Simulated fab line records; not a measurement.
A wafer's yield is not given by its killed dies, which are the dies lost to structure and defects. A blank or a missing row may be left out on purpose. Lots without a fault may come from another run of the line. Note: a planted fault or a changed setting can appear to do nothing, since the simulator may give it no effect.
Lot-split experiment | flow gf180mcu | 23 wafers read from 5 lots, route of 602 steps

## THE SPLIT
At GF_MIM_DEVELOP_18 (develop time 60 s), the setting devTempC was moved away from the recipe's 23 C on 12 of the 23 wafers read, by -13.3% to +5.2%. The other wafers ran this setting at the recipe's value.

There is no step in the file separating the split from the reading.

## THE READING
MIM.cdNm (the simulator's own value, which no gauge read), in nm, at GF_MIM_METAL_ETCH_19 (etches the open film in Cl2/BCl3, stops on Si3N4, target depth 324.5 nm, time 54.1 s). The file does not state a usual value for it. Across the 11 wafers here that went through the recipe, the average is 2002 nm and the standard deviation 2 nm.

wafer  | tool, chamber at the split | devTempC as run, C | against the recipe | MIM.cdNm, nm | against lot-mates on the recipe
L076.1 | lithoTrack-01, 0           | 23                 | recipe             | 2002         | -
L076.4 | lithoTrack-01, 0           | 23                 | recipe             | 2001         | -
L076.5 | lithoTrack-01, 0           | 23                 | recipe             | 2000         | -
L077.1 | lithoTrack-04, 0           | 20.96              | -8.9%              | 1997         | -3
L077.2 | lithoTrack-04, 0           | 20.96              | -8.9%              | 1994         | -6
L077.3 | lithoTrack-04, 0           | 20.96              | -8.9%              | 1997         | -3
L077.5 | lithoTrack-04, 0           | 23                 | recipe             | 2000         | -
L077.6 | lithoTrack-04, 0           | 23                 | recipe             | 2000         | -
L081.1 | lithoTrack-04, 0           | 21.88              | -4.9%              | 1995         | -6
L081.2 | lithoTrack-04, 0           | 23                 | recipe             | 1999         | -
L081.4 | lithoTrack-04, 0           | 21.88              | -4.9%              | 1998         | -3
L081.5 | lithoTrack-04, 0           | 21.88              | -4.9%              | 1995         | -6
L081.6 | lithoTrack-04, 0           | 23                 | recipe             | 2003         | -
L082.1 | lithoTrack-02, 0           | 23                 | recipe             | 2002         | -
L082.2 | lithoTrack-02, 0           | 24.19              | +5.2%              | 2005         | +2
L082.3 | lithoTrack-02, 0           | 24.19              | +5.2%              | 2007         | +4
L082.4 | lithoTrack-02, 0           | 24.19              | +5.2%              | 2006         | +2
L082.5 | lithoTrack-02, 0           | 23                 | recipe             | 2005         | -
L083.1 | lithoTrack-04, 0           | 23                 | recipe             | 2005         | -
L083.2 | lithoTrack-04, 0           | 19.94              | -13.3%             | 1993         | -12
L083.3 | lithoTrack-04, 0           | 23                 | recipe             | 2004         | -
L083.4 | lithoTrack-04, 0           | 19.94              | -13.3%             | 1994         | -10
L083.6 | lithoTrack-04, 0           | 19.94              | -13.3%             | 1995         | -10

FIT RESULTS
A straight line over all 23 wafers: MIM.cdNm changes by +0.669 nm for each +1% of devTempC; r = +0.89; the points scatter about the line by 2 nm.
The same after taking each lot's own level away (the mean of its wafers on the recipe; 23 wafers): +0.673 nm for each +1%; r = +0.92; scatter 1.7 nm.
Per that fit: largest devTempC move, reading shift of 8.9 nm.
The span of the lots' own levels, 2000.0 to 2004.5 nm, comes to 2.2 times the standard deviation stated above.
The two slopes agree, so the slope changes little with the lot-to-lot level.
Check: with one of the wafers moved furthest among these (-13.3%) left out of the fit, the line predicts -8.71 nm for it against its lot-mates. It came out at -11.5 nm against them.

## OTHER SPLITS APPLIED TO THESE WAFERS
Other splits were also applied to these wafers ahead of the reading. Each is held against what the fit with the lots' levels taken away leaves over:
other split on the same wafers     | wafers away from the commonest value | r with MIM.cdNm (lot level and that fit taken away)
GF_M3_SPUTTER_04 powerW            | 6                                    | -0.05
GF_V3_CMP_04 leaveAboveRefNm       | 5                                    | -0.17
GF_V3_ETCH_17 sourceW              | 7                                    | -0.24
GF_M4_SPUTTER_00 powerW            | 6                                    | -0.15
GF_M4_SPUTTER_03 powerW            | 6                                    | -0.04
GF_M4_PEB_12 pebTimeS              | 9                                    | -0.16
GF_V4_CMP_04 leaveAboveRefNm       | 8                                    | -0.03
GF_V4_COAT_09 resistThkNm          | 7                                    | +0.14
GF_V4_SPUTTER_21 chamberPressurePa | 5                                    | -0.21
GF_MIM_SPUTTER_08 powerW           | 8                                    | -0.30

## THE FILE'S OWN FIT
MIM.cdNm changes by +0.692 nm for each +1% of devTempC, r = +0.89.
